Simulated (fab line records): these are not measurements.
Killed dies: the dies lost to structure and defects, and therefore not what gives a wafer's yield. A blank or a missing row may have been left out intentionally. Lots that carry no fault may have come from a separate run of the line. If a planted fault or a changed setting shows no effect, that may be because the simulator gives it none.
fab line records	flow sky130
record: lots: 6	wafers: 18	last-day: 49
route steps=708 shown PWDE@52 NWELL@56 PAD_OPEN@708
lots that met no fault: taken from a fault-free run of the same line
start-h: hours from the record's first day to the start of the lot's first wafer shown	wait-h: hours since the lot's step before	" the same as in the row above	L1.1+2: a single row standing in for several wafers	- value missing, or start not given	* or withheld: withheld	< > ~ a bound
route shown NAME@n: NAME is a module with steps in the file, n the number in the route of the first one	usual: mean/standard deviation taken from wafers without a fault	same: alike in all rows	chamber/n: place in a boat	sites: each site's reading	_std_site: how widely they spread, as a standard deviation	_edge_site: the outer-site mean with the inner-site mean subtracted	radius-mm: for every site, how far away it sits from the centre of the wafer	mask NAME#n: copy n	behind: the tool/chamber that last shaped the wafer	hold: what put the lot on hold/how long, in hours/how the hold closed	device: the n, p or np transistor that did not switch	end of line: tests of these same wafers at the route's end	a step with no rows: only its recipe	killed: not the wafer's yield, but the dies lost to structure and defects at the first sort	map: a wafer's dies, marking killed ones x, the rest . and places with no die _
set.NAME: the setting the step ran with; set.NAME@STEP: the setting that earlier step ran with	model.NAME: the simulator's own value behind a step, which no gauge read
lots seen at some steps along the route; tables by step, rows by wafer
services: a tool's chamber out of use, with start hour (start-h, from the record's first day; less than 0 if before it), hours out, and reason
== steps ==
step: SKY_PWDE_OVL_MEAS_07
usual: PWDE_OVL: 1.8/1.3
lot.wafer	tool	chamber	start-h	wait-h	PWDE_OVL[nm]
L361.2	overlay-01	-	75.42	-	1.4
L361.3	"	-	"	"	2.3
L361.4	"	-	"	"	-0.5
L364.1	overlay-01	-	99.19	-	3.5
L364.3	"	-	"	"	4.8
L364.4	"	-	"	"	4.0
L372.4	overlay-01	-	136.23	-	3.1
L372.5	"	-	"	"	1.6
L372.6	"	-	"	"	3.1
L373.2	overlay-01	-	147.87	-	1.5
L373.4	"	-	"	"	3.7
L373.5	"	-	"	"	-0.1
L374.3	overlay-02	-	151.57	-	1.4
L374.5	"	-	"	"	0.3
L374.6	"	-	"	"	-0.6
L381.1	overlay-01	-	187.41	-	1.7
L381.3	"	-	"	"	0.7
L381.6	"	-	"	"	-0.9
step: SKY_PWDE_IMPLANT_08
recipe: species: B	energy-kev: 150	dose-cm2: 3.6e+12	tilt-deg: withheld
step: SKY_PWDE_STRIP_09
recipe: chemistry: O2/N2	power-w: 1400	pressure-mtorr: 1500	platen-temp-c: withheld	o2-flow-sccm: 3000	n2-flow-sccm: 300	overash-fraction: 0.5
usual: drypump-motor-current-A: 5.66/0.28	oes-product-au: 0.723/0.0048	strip-time-to-endpoint-s: 36.90/0.11
lot.wafer	tool	chamber	start-h	wait-h	drypump-motor-current-A	oes-product-au	rf-hours-counter-h	strip-time-to-endpoint-s
L361.2	plasma-asher-01	0	75.60	0.1	5.86	0.717	38	36.84
L361.3	"	0	"	"	5.87	0.716	-	36.83
L361.4	"	1	"	"	5.16	0.713	-	36.71
L364.1	plasma-asher-03	1	99.38	0.1	5.71	0.725	30	37.07
L364.3	"	0	"	"	5.71	0.727	-	36.94
L364.4	"	1	"	"	5.69	0.719	-	36.90
L372.4	plasma-asher-03	0	136.43	0.1	5.72	0.727	-	37.00
L372.5	"	1	"	"	5.71	0.719	-	37.00
L372.6	"	0	"	"	5.73	0.727	-	36.99
L373.2	plasma-asher-03	0	148.05	0.1	5.74	0.722	35	37.09
L373.4	"	0	"	"	5.73	0.715	-	37.08
L373.5	"	1	"	"	5.68	0.721	-	37.11
L374.3	plasma-asher-01	0	151.78	0.1	5.86	0.724	-	36.85
L374.5	"	1	"	"	5.19	0.717	-	37.04
L374.6	"	0	"	"	5.88	0.721	-	36.93
L381.1	plasma-asher-04	1	187.60	0.1	5.40	0.720	44	36.92
L381.3	"	0	"	"	6.05	0.730	-	36.91
L381.6	"	0	"	"	6.05	0.718	-	36.96
step: SKY_PWDE_TW_MEAS_10
usual: PWDE_TW: 372/4
lot.wafer	tool	chamber	start-h	wait-h	PWDE_TW
L361.2	film-metro-03	-	75.71	0.1	374
L361.3	"	-	"	"	372
L361.4	"	-	"	"	373
L364.1	film-metro-04	-	99.48	0.1	368
L364.3	"	-	"	"	366
L364.4	"	-	"	"	368
L372.4	film-metro-04	-	136.53	0.1	364
L372.5	"	-	"	"	363
L372.6	"	-	"	"	364
L373.2	film-metro-03	-	148.16	0.1	375
L373.4	"	-	"	"	373
L373.5	"	-	"	"	376
L374.3	film-metro-04	-	151.87	0.1	367
L374.5	"	-	"	"	366
L374.6	"	-	"	"	368
L381.1	film-metro-04	-	187.70	0.1	369
L381.3	"	-	"	"	368
L381.6	"	-	"	"	366
step: SKY_NWELL_DEHYDRATE_03
recipe: temp-c: 200	time-s: 60
step: SKY_NWELL_HMDS_04
recipe: prime-time-s: 60	prime-temp-c: 120
step: SKY_NWELL_COAT_05
recipe: spin-rpm: 2000	resist-thk-nm: 3000
step: SKY_NWELL_SOFTBAKE_06
recipe: temp-c: 110	time-s: withheld
step: SKY_NWELL_EXPOSE_07
recipe: mask-id: NWM	na: 0.6	source-shape: conventional	sigma-outer: 0.6	polarization: unpolarized	target-cd-nm: 840	dose-mj: 255
step: SKY_NWELL_PEB_08
recipe: temp-c: 115	time-s: withheld
step: SKY_NWELL_DEVELOP_09
recipe: wall-angle-deg: 90	developer: TMAH	develop-time-s: 60	dev-temp-c: 23
step: SKY_NWELL_OVL_MEAS_10
usual: NWELL_00_OVL: -1.2/1.2
lot.wafer	tool	chamber	start-h	wait-h	NWELL_00_OVL[nm]
L361.2	overlay-02	-	93.72	-	-0.1
L361.3	"	-	"	"	-2.2
L361.4	"	-	"	"	-0.9
L364.1	overlay-02	-	117.81	-	-4.1
L364.3	"	-	"	"	-4.6
L364.4	"	-	"	"	-4.5
L372.4	overlay-01	-	157.08	-	-3.7
L372.5	"	-	"	"	-1.3
L372.6	"	-	"	"	-1.2
L373.2	overlay-02	-	167.82	-	0.7
L373.4	"	-	"	"	-1.6
L373.5	"	-	"	"	0.0
L374.3	overlay-01	-	172.08	-	-2.1
L374.5	"	-	"	"	-1.6
L374.6	"	-	"	"	-2.0
L381.1	overlay-02	-	209.02	-	-2.9
L381.3	"	-	"	"	-1.5
L381.6	"	-	"	"	-2.4
step: SKY_NWELL_IMPLANT_11
recipe: species: P	energy-kev: 400	dose-cm2: 1.9e+13	tilt-deg: withheld
usual: beam-energy-keV: 400.02/0.12
lot.wafer	tool	chamber	start-h	wait-h	beam-energy-keV
L361.2	implanter-02	0	93.78	0.0	399.92
L361.3	"	0	"	"	399.68
L361.4	"	0	"	"	400.04
L364.1	implanter-01	0	117.85	0.0	399.80
L364.3	"	0	"	"	399.86
L364.4	"	0	"	"	399.84
L372.4	implanter-02	0	157.17	0.1	400.00
L372.5	"	0	"	"	400.09
L372.6	"	0	"	"	399.95
L373.2	implanter-04	0	167.88	0.0	400.14
L373.4	"	0	"	"	400.20
L373.5	"	0	"	"	400.11
L374.3	implanter-04	0	172.15	0.1	399.87
L374.5	"	0	"	"	399.75
L374.6	"	0	"	"	399.93
L374.3	implanter-04	0	172.47	0.3	400.08
L374.5	"	0	"	"	400.13
L374.6	"	0	"	"	400.14
L381.1	implanter-01	0	209.05	0.0	399.91
L381.3	"	0	"	"	399.90
L381.6	"	0	"	"	399.96
L381.1	implanter-01	0	209.37	0.3	400.07
L381.3	"	0	"	"	399.93
L381.6	"	0	"	"	400.03
step: SKY_NWELL_IMPLANT_12
recipe: species: P	energy-kev: 120	dose-cm2: 1.3e+12	tilt-deg: withheld
step: SKY_NWELL_IMPLANT_13
recipe: species: P	energy-kev: 50	dose-cm2: 7e+11	tilt-deg: withheld
step: SKY_NWELL_STRIP_14
recipe: chemistry: O2/N2	power-w: 1400	pressure-mtorr: 1500	platen-temp-c: withheld	o2-flow-sccm: 3000	n2-flow-sccm: 300	overash-fraction: 0.5
usual: drypump-motor-current-A: 5.9/0.44	oes-product-au: 0.723/0.005	strip-time-to-endpoint-s: 36.92/0.081
lot.wafer	tool	chamber	start-h	wait-h	drypump-motor-current-A	oes-product-au	rf-hours-counter-h	strip-time-to-endpoint-s
L361.2	plasma-asher-02	0	94.20	0.1	6.8	0.722	43	36.81
L361.3	"	1	"	"	5.7	0.718	-	36.76
L361.4	"	0	"	"	6.8	0.724	-	36.80
L364.1	plasma-asher-02	1	118.30	0.1	5.8	0.720	46	36.92
L364.3	"	0	"	"	6.8	0.725	-	36.97
L364.4	"	1	"	"	5.8	0.720	-	36.91
L372.4	plasma-asher-04	0	157.58	0.1	6.0	0.727	-	36.84
L372.5	"	0	"	"	6.1	0.725	-	36.77
L372.6	"	1	"	"	5.4	0.729	-	36.72
L373.2	plasma-asher-02	1	168.30	0.1	5.7	0.732	51	36.88
L373.4	"	1	"	"	5.8	0.729	-	36.89
L373.5	"	1	"	"	5.7	0.729	-	36.92
L374.3	plasma-asher-04	1	173.18	0.1	5.4	0.719	-	37.00
L374.5	"	1	"	"	5.4	0.725	-	36.99
L374.6	"	0	"	"	6.1	0.718	-	37.08
L381.1	plasma-asher-04	0	209.82	0.1	6.0	0.719	46	36.96
L381.3	"	0	"	"	6.0	0.722	-	37.04
L381.6	"	0	"	"	6.0	0.715	-	36.99
step: SKY_NWELL_TW_MEAS_15
usual: NWELL_TW: 1811/20
lot.wafer	tool	chamber	start-h	wait-h	NWELL_TW
L361.2	film-metro-03	-	94.31	0.1	1827
L361.3	"	-	"	"	1830
L361.4	"	-	"	"	1818
L364.1	film-metro-03	-	118.40	0.1	1821
L364.3	"	-	"	"	1822
L364.4	"	-	"	"	1813
L372.4	film-metro-01	-	157.68	0.1	1832
L372.5	"	-	"	"	1831
L372.6	"	-	"	"	1827
L373.2	film-metro-03	-	168.41	0.1	1805
L373.4	"	-	"	"	1822
L373.5	"	-	"	"	1824
L374.3	film-metro-03	-	173.26	0.1	2264
L374.5	"	-	"	"	2259
L374.6	"	-	"	"	2270
L374.3	film-metro-03	-	173.49	0.2	2260
L374.5	"	-	"	"	2261
L374.6	"	-	"	"	2257
L381.1	film-metro-03	-	209.92	0.1	2245
L381.3	"	-	"	"	2257
L381.6	"	-	"	"	2245
L381.1	film-metro-03	-	210.17	0.2	2253
L381.3	"	-	"	"	2257
L381.6	"	-	"	"	2257
step: SKY_NWELL_DEHYDRATE_16
recipe: temp-c: 200	time-s: 60
step: SKY_NWELL_HMDS_17
recipe: prime-time-s: 60	prime-temp-c: 120
step: SKY_NWELL_COAT_18
recipe: spin-rpm: 2000	resist-thk-nm: 3000
step: SKY_NWELL_SOFTBAKE_19
recipe: temp-c: 110	time-s: withheld
step: SKY_NWELL_EXPOSE_20
recipe: mask-id: NWM_COMPLEMENT	na: 0.6	source-shape: conventional	sigma-outer: 0.6	polarization: unpolarized	target-cd-nm: 840	dose-mj: 260
step: SKY_NWELL_PEB_21
recipe: temp-c: 115	time-s: withheld
step: SKY_NWELL_DEVELOP_22
recipe: wall-angle-deg: 90	developer: TMAH	develop-time-s: 60	dev-temp-c: 23
step: SKY_NWELL_OVL_MEAS_23
usual: NWELL_01_OVL: -1.6/1.4
lot.wafer	tool	chamber	start-h	wait-h	NWELL_01_OVL[nm]
L361.2	overlay-02	-	112.22	-	-1.9
L361.3	"	-	"	"	-0.5
L361.4	"	-	"	"	-2.6
L364.1	overlay-01	-	136.66	-	0.2
L364.3	"	-	"	"	-0.2
L364.4	"	-	"	"	-2.9
L372.4	overlay-01	-	177.49	-	-0.4
L372.5	"	-	"	"	-0.8
L372.6	"	-	"	"	-0.3
L373.2	overlay-02	-	189.60	-	-1.6
L373.4	"	-	"	"	-1.3
L373.5	"	-	"	"	-1.7
L374.3	overlay-02	-	193.56	-	-2.9
L374.5	"	-	"	"	-3.5
L374.6	"	-	"	"	-2.3
L381.1	overlay-02	-	230.81	-	-4.4
L381.3	"	-	"	"	-0.5
L381.6	"	-	"	"	-2.6
step: SKY_NWELL_IMPLANT_24
recipe: species: B	energy-kev: 140	dose-cm2: 9.2e+12	tilt-deg: withheld
step: SKY_NWELL_STRIP_25
recipe: chemistry: O2/N2	power-w: 1400	pressure-mtorr: 1500	platen-temp-c: withheld	o2-flow-sccm: 3000	n2-flow-sccm: 300	overash-fraction: 0.5
usual: drypump-motor-current-A: 5.8/0.39	oes-product-au: 0.721/0.0045	strip-time-to-endpoint-s: 36.92/0.097
lot.wafer	tool	chamber	start-h	wait-h	drypump-motor-current-A	oes-product-au	rf-hours-counter-h	strip-time-to-endpoint-s
L361.2	plasma-asher-04	0	112.40	0.1	6.0	0.723	36	36.98
L361.3	"	0	"	"	6.0	0.721	-	37.02
L361.4	"	1	"	"	5.4	0.716	-	36.97
L364.1	plasma-asher-02	1	136.85	0.1	5.7	0.725	48	36.91
L364.3	"	0	"	"	6.8	0.724	-	36.94
L364.4	"	1	"	"	5.7	0.719	-	36.88
L372.4	plasma-asher-04	1	177.69	0.1	5.4	0.723	-	36.69
L372.5	"	0	"	"	6.1	0.714	-	36.91
L372.6	"	1	"	"	5.4	0.720	-	36.89
L373.2	plasma-asher-03	1	189.78	0.1	5.7	0.726	39	36.85
L373.4	"	0	"	"	5.7	0.722	-	36.94
L373.5	"	0	"	"	5.7	0.716	-	36.92
L374.3	plasma-asher-03	1	193.76	0.1	5.7	0.722	-	36.92
L374.5	"	1	"	"	5.7	0.719	-	36.85
L374.6	"	0	"	"	5.7	0.720	-	36.87
L381.1	plasma-asher-03	0	231.00	0.1	5.7	0.725	43	37.13
L381.3	"	1	"	"	5.7	0.727	-	37.10
L381.6	"	0	"	"	5.7	0.728	-	37.08
step: SKY_NWELL_TW_MEAS_26
usual: NWELL_2_TW: 493/6.2
lot.wafer	tool	chamber	start-h	wait-h	NWELL_2_TW
L361.2	film-metro-01	-	112.51	0.1	500
L361.3	"	-	"	"	499
L361.4	"	-	"	"	500
L364.1	film-metro-04	-	136.95	0.1	490
L364.3	"	-	"	"	485
L364.4	"	-	"	"	484
L372.4	film-metro-04	-	177.78	0.1	492
L372.5	"	-	"	"	490
L372.6	"	-	"	"	487
L373.2	film-metro-01	-	189.89	0.1	496
L373.4	"	-	"	"	501
L373.5	"	-	"	"	498
L374.3	film-metro-03	-	193.85	0.1	498
L374.5	"	-	"	"	497
L374.6	"	-	"	"	499
L381.1	film-metro-03	-	231.10	0.1	498
L381.3	"	-	"	"	496
L381.6	"	-	"	"	496
step: SKY_NWELL_CLEAN_27
recipe: chemistry: SC1/SC2	mix: 1:4:20	temp-c: 70	time-s: 150	dry: n2-spin
step: SKY_NWELL_RTA_28
recipe: temp-c: 1050	time-s: 30	idle-temp-c: 650	ramp-up-c-per-s: 150	ramp-down-c-per-s: 90	ambient: N2
usual: chamber-o2-ppm: 2.003/0.023	lamp-power-pct: 25.31/0.05	wafer_temp_C_max: 1054.9/0.93
lot.wafer	tool	chamber	start-h	wait-h	chamber-o2-ppm	lamp-power-pct	wafer_temp_C_max
L361.2	rtp-anneal-01	0	112.63	0.0	1.994	25.16	1055.6
L361.3	"	0	"	"	1.997	25.31	1055.0
L361.4	"	0	"	"	1.981	25.37	1055.2
L364.1	rtp-anneal-01	0	137.06	0.0	2.021	25.35	1055.1
L364.3	"	0	"	"	2.002	25.27	1053.7
L364.4	"	0	"	"	2.025	25.37	1053.5
L372.4	rtp-anneal-01	0	177.91	0.1	2.027	25.32	1054.9
L372.5	"	0	"	"	2.025	25.19	1054.4
L372.6	"	0	"	"	2.014	25.26	1055.6
L373.2	rtp-anneal-01	0	190.01	0.0	2.012	25.35	1055.3
L373.4	"	0	"	"	2.019	25.30	1053.6
L373.5	"	0	"	"	2.027	25.26	1054.2
L374.3	rtp-anneal-01	0	193.97	0.0	1.990	25.33	1053.9
L374.5	"	0	"	"	1.984	25.39	1055.1
L374.6	"	0	"	"	1.993	25.38	1053.7
L381.1	rtp-anneal-02	0	231.26	0.0	1.991	25.32	1054.5
L381.3	"	0	"	"	1.998	25.29	1054.4
L381.6	"	0	"	"	1.987	25.25	1054.9
step: SKY_NWELL_RS_MEAS_29
recipe: thk-meas-gauge: four-point-probe
usual: NWELL_RS: 624.5/1.3
lot.wafer	tool	chamber	start-h	wait-h	NWELL_RS[ohm/sq]
L361.2	film-metro-03	-	112.73	0.1	624.3
L361.3	"	-	"	"	623.5
L361.4	"	-	"	"	624.3
L364.1	film-metro-01	-	137.16	0.1	625.3
L364.3	"	-	"	"	624.8
L364.4	"	-	"	"	622.5
L372.4	film-metro-04	-	178.04	0.1	625.7
L372.5	"	-	"	"	625.5
L372.6	"	-	"	"	623.3
L373.2	film-metro-03	-	190.11	0.1	625.0
L373.4	"	-	"	"	625.5
L373.5	"	-	"	"	624.5
L374.3	film-metro-04	-	194.08	0.1	428.8
L374.5	"	-	"	"	428.8
L374.6	"	-	"	"	429.4
L374.3	film-metro-04	-	194.44	0.3	428.4
L374.5	"	-	"	"	429.3
L374.6	"	-	"	"	430.1
L381.1	film-metro-01	-	231.36	0.1	430.9
L381.3	"	-	"	"	431.1
L381.6	"	-	"	"	431.2
L381.1	film-metro-01	-	231.72	0.3	431.8
L381.3	"	-	"	"	430.0
L381.6	"	-	"	"	430.2
step: SKY_PAD_OPEN_PROBE_99
usual: defect-limited-yield: 82.4/1.9	killed_at_M0_to_M3: 44/6.5	killed_at_M4_up: 2.9/1.7	killed-at-contacts: 24/5.7	killed-at-front-end: 16/4.4	killed-at-other: 0.2/0.48	killed-dies: 87/9.6	killed-open: 48/6.7	killed-short: 38/6.2
same: gross-dies: 492	killed-at-back-side: 0
lot.wafer	tool	chamber	start-h	wait-h	defect-limited-yield[%]	killed_at_M0_to_M3	killed_at_M4_up	killed-at-contacts	killed-at-front-end	killed-at-other	killed-dies	killed-open	killed-short
L361.2	prober-01	-	1085.84	0.1	83.7	42	1	19	18	0	80	40	39
L361.3	prober-01	-	1085.89	0.2	79.9	49	1	32	17	0	99	59	39
L361.4	prober-01	-	1085.94	0.2	83.9	49	0	14	16	0	79	48	30
L364.1	prober-01	-	1107.98	0.1	79.9	50	5	29	15	0	99	60	38
L364.3	prober-01	-	1108.08	0.2	83.3	36	4	25	16	1	82	39	42
L364.4	prober-01	-	1108.13	0.2	83.1	45	1	23	13	1	83	45	36
L372.5	prober-02	-	1147.02	0.2	81.9	51	2	24	12	0	89	58	31
L372.6	prober-02	-	1147.07	0.2	80.3	46	2	28	21	0	97	55	42
L373.2	prober-02	-	1177.71	0.1	82.1	54	2	24	8	0	88	46	42
L373.4	prober-02	-	1177.81	0.2	85.0	31	4	26	13	0	74	43	31
L373.5	prober-02	-	1177.86	0.2	82.1	39	4	27	18	0	88	56	32
killed by level:class
L361.2 VIA1:geometric-particle:open=13 FIELD_ISO:geometric-particle:short=7 VIA2:geometric-particle:open=6 POLY_GATE:geometric-particle:open=5 CONTACT:geometric-particle:open=5 CONTACT:geometric-particle:short=5 METAL2:geometric-particle:short=5 VIA3:geometric-particle:open=4
L361.3 CONTACT:geometric-particle:open=15 VIA3:geometric-particle:open=13 VIA1:geometric-particle:open=10 METAL1:geometric-particle:short=6 METAL2:geometric-particle:short=6 POLY_GATE:geometric-particle:open=5 LOCAL_INTERCONNECT:geometric-particle:short=5 LI_CONTACT:geometric-particle:open=5
L361.4 VIA2:geometric-particle:open=11 VIA3:geometric-particle:open=10 VIA1:geometric-particle:open=9 FIELD_ISO:geometric-particle:short=6 METAL2:geometric-particle:short=5 CONTACT:geometric-particle:open=5 LI_CONTACT:geometric-particle:open=4 FIELD_ISO:geometric-particle:open=3
L364.1 VIA1:geometric-particle:open=14 CONTACT:geometric-particle:open=13 LI_CONTACT:geometric-particle:open=8 VIA2:geometric-particle:open=8 METAL1:geometric-particle:short=7 VIA1:geometric-particle:short=5 METAL1:geometric-particle:open=5 POLY_GATE:geometric-particle:open=4
L364.3 CONTACT:geometric-particle:open=9 VIA1:geometric-particle:open=8 CONTACT:geometric-particle:short=7 VIA1:geometric-particle:short=7 LOCAL_INTERCONNECT:geometric-particle:short=6 FIELD_ISO:geometric-particle:short=4 VIA3:geometric-particle:short=4 VIA3:geometric-particle:open=4
L364.4 METAL1:geometric-particle:short=9 VIA1:geometric-particle:open=9 CONTACT:geometric-particle:open=7 VIA2:geometric-particle:open=6 LI_CONTACT:geometric-particle:open=5 VIA3:geometric-particle:open=5 LOCAL_INTERCONNECT:geometric-particle:short=4 CONTACT:geometric-particle:short=4
L372.5 VIA1:geometric-particle:open=14 CONTACT:geometric-particle:open=12 VIA3:geometric-particle:open=11 METAL1:geometric-particle:short=6 LI_CONTACT:geometric-particle:open=5 FIELD_ISO:geometric-particle:short=4 METAL2:geometric-particle:open=4 LOCAL_INTERCONNECT:geometric-particle:short=4
L372.6 CONTACT:geometric-particle:open=14 POLY_GATE:geometric-particle:open=8 METAL1:geometric-particle:short=6 VIA1:geometric-particle:short=6 LI_CONTACT:geometric-particle:open=5 VIA3:geometric-particle:open=5 VIA1:geometric-particle:open=5 METAL2:geometric-particle:short=5
L373.2 VIA1:geometric-particle:open=11 CONTACT:geometric-particle:open=10 VIA1:geometric-particle:short=8 VIA2:geometric-particle:open=8 METAL2:geometric-particle:short=7 VIA3:geometric-particle:open=7 LI_CONTACT:geometric-particle:open=5 CONTACT:geometric-particle:short=4
L373.4 CONTACT:geometric-particle:open=12 METAL1:geometric-particle:short=6 VIA2:geometric-particle:open=5 LI_CONTACT:geometric-particle:open=5 CONTACT:geometric-particle:short=5 VIA3:geometric-particle:open=5 FIELD_ISO:geometric-particle:open=4 POLY_GATE:geometric-particle:open=4
L373.5 CONTACT:geometric-particle:open=14 VIA3:geometric-particle:open=10 VIA1:geometric-particle:open=9 CONTACT:geometric-particle:short=6 LI_CONTACT:geometric-particle:open=5 VIA1:geometric-particle:short=5 FIELD_ISO:geometric-particle:open=4 POLY_GATE:geometric-particle:open=4
== services ==
tool	chamber	start-h	hours	kind
implanter-04	-	60.18	2.1	repair
rtp-anneal-02	-	60.47	0.9	pm
plasma-asher-04	-	78.12	28.1	pm
plasma-asher-02	-	88.70	0.8	repair
implanter-01	-	100.11	2.3	pm
plasma-asher-01	-	108.75	9.0	pm
plasma-asher-01	0	108.75	9.0	vent-cycle
plasma-asher-01	1	108.75	9.0	vent-cycle
plasma-asher-04	-	113.55	1.7	repair
plasma-asher-01	0	117.75	-	clean
plasma-asher-01	1	117.75	-	clean
plasma-asher-01	-	126.11	1.8	repair
plasma-asher-03	-	133.48	0.8	repair
rtp-anneal-02	-	142.93	2.4	pm
implanter-04	-	149.27	1.6	repair
implanter-02	-	150.69	2.4	repair
implanter-01	-	154.46	18.6	pm
implanter-02	-	158.33	2.8	pm
plasma-asher-01	-	181.76	14.6	pm
rtp-anneal-01	-	195.91	1.1	pm
implanter-02	-	211.96	3.5	repair
== key ==
first-sign: step: SKY_NWELL_IMPLANT_11	reading: visit	direction: added
effect: step: SKY_NWELL_TW_MEAS_15	reading: visit	direction: added
effect: step: SKY_NWELL_TW_MEAS_15	reading: NWELL_TW	direction: up	sigmas: 22	usual: 1811	struck: 2257
effect: step: SKY_NWELL_RS_MEAS_29	reading: visit	direction: added
effect: step: SKY_NWELL_RS_MEAS_29	reading: NWELL_RS	direction: down	sigmas: 99+	usual: 624.5	struck: 430.0
met-at SKY_NWELL_IMPLANT_11
struck-wafers L374.3,L374.5,L374.6,L381.1,L381.3,L381.6
scrapped-behind SKY_NWELL_RS_MEAS_29 L374.3,L374.5,L374.6,L381.1,L381.3,L381.6
fault: kind: repeated-step-whole	tool: implanter-01,implanter-02,implanter-04	chamber: -	onset-h: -	steps: SKY_NWELL_IMPLANT_11	times: 1	scope: struck-lots-only
